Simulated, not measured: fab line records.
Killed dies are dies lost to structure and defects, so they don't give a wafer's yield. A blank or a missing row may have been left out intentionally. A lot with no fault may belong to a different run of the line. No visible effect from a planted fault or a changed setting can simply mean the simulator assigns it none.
Which of the tools did it? -- flow sky130 -- 14 lots with 42 wafers sampled at 3 steps, on a route of 708 steps

== WHAT THE GAUGES READ, wafer by wafer ==
SKY_VT_ADJUST_HVTP_OVL_MEAS_08.
lot,measured,on,VT_ADJUST_HVTP_OVL (nm)
L614,day 6 07:56,overlay-02,1.2 0.9 -0.3
L617,day 6 21:22,overlay-02,0.7 0.3 1.4
L618,day 7 03:13,overlay-02,1.4 1.2 0.4
L622,day 8 11:47,overlay-02,2.8 3.6 3.7
L624,day 8 15:42,overlay-02,1.0 1.3 0.4
L627,day 9 13:11,overlay-02,1.2 3.0 0.7
L628,day 10 01:49,overlay-02,2.3 2.2 1.6
L630,day 10 11:45,overlay-02,0.9 1.0 0.6
L631,day 10 15:37,overlay-01,-1.8 -0.4 0.1
L632,day 10 21:51,overlay-02,1.8 2.3 1.9
L633,day 11 05:09,overlay-02,-0.8 0.7 1.3
L634,day 11 15:51,overlay-01,0.8 1.2 1.2
L636,day 12 01:24,overlay-01,-1.7 -1.3 -3.2
L637,day 12 04:00,overlay-01,-0.2 -2.6 -2.2

SKY_SONOS_TUNNEL_OVL_MEAS_08.
lot,measured,on,SONOS_TUNNEL_OVL (nm)
L614,day 11 17:41,overlay-02,0.3 -0.9 -1.6
L617,day 12 11:05,overlay-02,0.2 -1.8 0.6
L618,day 12 19:35,overlay-01,-0.9 -0.8 0.7
L622,day 14 11:09,overlay-02,1.1 1.4 0.6
L624,day 14 14:14,overlay-01,0.4 0.8 1.6
L627,day 15 18:57,overlay-01,-0.4 1.1 0.5
L628,day 16 09:27,overlay-02,1.2 1.2 0.7
L630,day 16 22:53,overlay-02,2.3 0.9 1.9
L631,day 17 04:34,overlay-02,1.6 2.6 1.1
L632,day 17 09:39,overlay-01,-1.3 1.2 -1.2
L633,day 17 19:53,overlay-02,-0.4 -1.0 0.6
L634,day 18 08:29,overlay-02,1.1 1.0 1.5
L636,day 18 20:06,overlay-01,1.1 -1.1 -0.9
L637,day 18 23:50,overlay-02,1.2 1.1 -0.1

SKY_GATE_OXIDE_OVL_MEAS_10.
lot,measured,on,GATE_OXIDE_OVL (nm)
L614,day 14 02:37,overlay-02,0.6 -0.8 1.1
L617,day 14 23:04,overlay-01,0.5 0.7 0.8
L618,day 15 08:49,overlay-02,1.6 -0.3 0.9
L622,day 17 02:32,overlay-02,0.0 0.4 -1.9
L624,day 17 07:56,overlay-01,1.0 3.1 2.8
L627,day 18 19:50,overlay-01,0.0 -0.3 -0.1
L628,day 19 12:04,overlay-02,1.3 1.5 0.3
L630,day 19 21:49,overlay-02,0.9 1.4 0.7
L631,day 20 06:59,overlay-01,-0.7 0.3 -1.0
L632,day 20 09:37,overlay-01,2.8 0.9 0.3
L633,day 20 19:31,overlay-02,-0.2 3.7 2.1
L634,day 21 11:55,overlay-02,1.8 0.1 0.3
L636,day 21 18:02,overlay-01,0.8 0.8 0.9
L637,day 21 22:28,overlay-02,0.1 -0.1 -0.9

== EACH LOT AND THE TOOL THAT RAN IT (in order: tool; ch and the chambers of the sampled wafers; start) ==
Before these readings, the record contains no process step.

== AS READ BY THE TOOLS THEMSELVES (means over the sampled wafers that have a number; for cases with no such wafer, the mark the record gives instead) ==
The record holds no such reading with a usual standard deviation.

== THE ANSWER, worked out from the rows above alone ==
Rule: the usual values come from the lots themselves. Put in order of their means at a reading, lots are off if they are a third of the lots or fewer, leave a main group of 4 or more, and stand apart from it by a gap of 3 or more times the standard deviation of the main group's means; of several such gaps the widest counts. A main group is skipped when, at the precision printed for the reading in the tables above, its means are all equal. A lot without any number at a reading at which 4 lots or more have one is off too. Where the step has rows for the other lots, those lots are counted as sound. Order of review: gauges by route order, followed by the tools' own readings, for which a lot's mean as printed above is used. The first step at which some lot is off is used, and at that step the reading that is off furthest; a lot without a number counts as furthest.
Across all readings shown, no lot is off: no conclusion can be drawn from this.

== WHAT THE SIMULATOR PUT IN ==
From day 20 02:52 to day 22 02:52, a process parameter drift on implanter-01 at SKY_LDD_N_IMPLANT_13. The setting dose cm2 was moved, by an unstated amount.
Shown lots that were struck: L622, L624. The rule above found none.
